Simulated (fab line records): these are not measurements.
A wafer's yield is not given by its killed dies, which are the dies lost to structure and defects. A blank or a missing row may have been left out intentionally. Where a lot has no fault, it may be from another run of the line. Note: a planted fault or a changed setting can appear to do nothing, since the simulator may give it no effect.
Comparing a struck lot with a sound one    flow sky130    20 out of 708 route steps
Sound: the wafers L944.1, L944.4, L944.5. Struck: wafers L956.1, L956.3, L956.5. The cause is given at the end.
For every step that has rows: the tool of each side, followed by ch and its chambers, followed by its first start. Under that, the readings that differ: sound wafers    struck wafers    difference of the means    sigmas: that difference in standard deviations of wafers without a fault.
alike: same words and numbers on both sides, and readings whose means sit less than 2 such deviations apart. not compared: any withheld reading, any reading some wafer has no value for, any bound like >300 that may hide the same value, and any number with overlapping values for which the record gives no deviation.
Wherever a step has rows on one side only, a row that says differs or no value, or a row with sigmas, the two part there. When numbers do not overlap yet have no deviation, they are printed without sigmas and do not part them. Lack of a reading on every wafer of one side parts them only where that side has two or more wafers.

SKY_LDD_HVP_OVL_MEAS_07:
  sound on overlay-01, day 23 02:07; struck on overlay-01, day 26 20:07
  alike: LDD_HVP_OVL
following that, these wafers have no rows for 1 step: SKY_LDD_HVP_IMPLANT_08.
SKY_LDD_HVP_STRIP_09: strips in O2/N2.
  sound on plasma-asher-01 ch 0, day 23 02:19; struck on plasma-asher-02 ch 1, day 26 20:18
  alike: drypump-motor-current-A, oes-product-au, strip-time-to-endpoint-s
  not compared: rf-hours-counter-h
SKY_LDD_HVP_TW_MEAS_10:
  sound on film-metro-01, day 23 02:25; struck on film-metro-04, day 26 20:24
  alike: LDD_HVP_TW
then, 7 steps without rows for these wafers: SKY_LDD_LDN_DEHYDRATE_00 (time 60 s); SKY_LDD_LDN_HMDS_01 (prime time 60 s); SKY_LDD_LDN_COAT_02 (resist thk 1140 nm); SKY_LDD_LDN_SOFTBAKE_03 (time 60 s); SKY_LDD_LDN_EXPOSE_04 (exposes mask LDNTM, target cd 700 nm); SKY_LDD_LDN_PEB_05; SKY_LDD_LDN_DEVELOP_06 (develop time 60 s).
SKY_LDD_LDN_OVL_MEAS_07:
  sound on overlay-01, day 24 07:49; struck on overlay-02, day 28 01:49
reading           sound           struck       difference  sigmas
LDD_LDN_OVL (nm)  -2.7 -2.8 -0.1  0.1 2.2 0.6  +2.8        +2
SKY_LDD_LDN_IMPLANT_08:
  sound on implanter-03 ch 0, day 24 07:52; struck on implanter-01 ch 0, day 28 01:52
reading             sound                             struck                         difference  sigmas
dose-ions-cm2       1.2504e+13 1.2499e+13 1.2507e+13  6.107e+12 6.086e+12 6.066e+12  -6.417e+12  -99 or more
faraday-current-uA  70.3 70.9 72.2                    34.9 34.7 33.9                 -36.6       -28
then, 3 steps without rows for these wafers: SKY_LDD_LDN_IMPLANT_09; SKY_LDD_LDN_IMPLANT_10; SKY_LDD_LDN_IMPLANT_11.
SKY_LDD_LDN_STRIP_12: strips in O2/N2.
  sound on plasma-asher-02 ch 0,1, day 24 08:28; struck on plasma-asher-01 ch 1, day 28 02:28
reading                      sound           struck          difference  sigmas
drypump-motor-current-A (A)  5.43 5.56 5.56  6.02 6.04 6.03  +0.51       +2
  alike: oes-product-au, strip-time-to-endpoint-s
  not compared: rf-hours-counter-h
SKY_LDD_LDN_TW_MEAS_13:
  sound on film-metro-03, day 24 08:34; struck on film-metro-03, day 28 02:34
reading     sound           struck          difference  sigmas
LDD_LDN_TW  1485 1483 1484  1415 1410 1412  -72         -6
then, 1 step without rows for these wafers: SKY_LDD_LDN_CLEAN_14 (cleans in SC1/SC2, time 150 s).
-- a jump in the record: the struck wafers' starts before and after are 21 days apart (it breaks off in module LDD_LDN and resumes in module PAD_OPEN, where the first step shown is number 708 of the route) --
SKY_PAD_OPEN_PROBE_99:
  sound on prober-02, day 46 21:56; struck on prober-01, day 49 05:25
reading                          sound           struck          difference  sigmas
model.etest.tip-sonos.rs-ohm-sq  2668 2624 2583  2744 2748 2745  +121        
  alike: killed_at_M0_to_M3, killed_at_M4_up, killed-at-contacts, killed-at-front-end, killed-at-other, killed-dies, killed-open, killed-short

== WHERE THEY PART ==
Last at SKY_LDD_LDN_TW_MEAS_13 as far as this record goes, first at SKY_LDD_LDN_OVL_MEAS_07. Later steps at which nothing parts them and some readings are alike: SKY_PAD_OPEN_PROBE_99.

WHY: the cause the simulator had injected
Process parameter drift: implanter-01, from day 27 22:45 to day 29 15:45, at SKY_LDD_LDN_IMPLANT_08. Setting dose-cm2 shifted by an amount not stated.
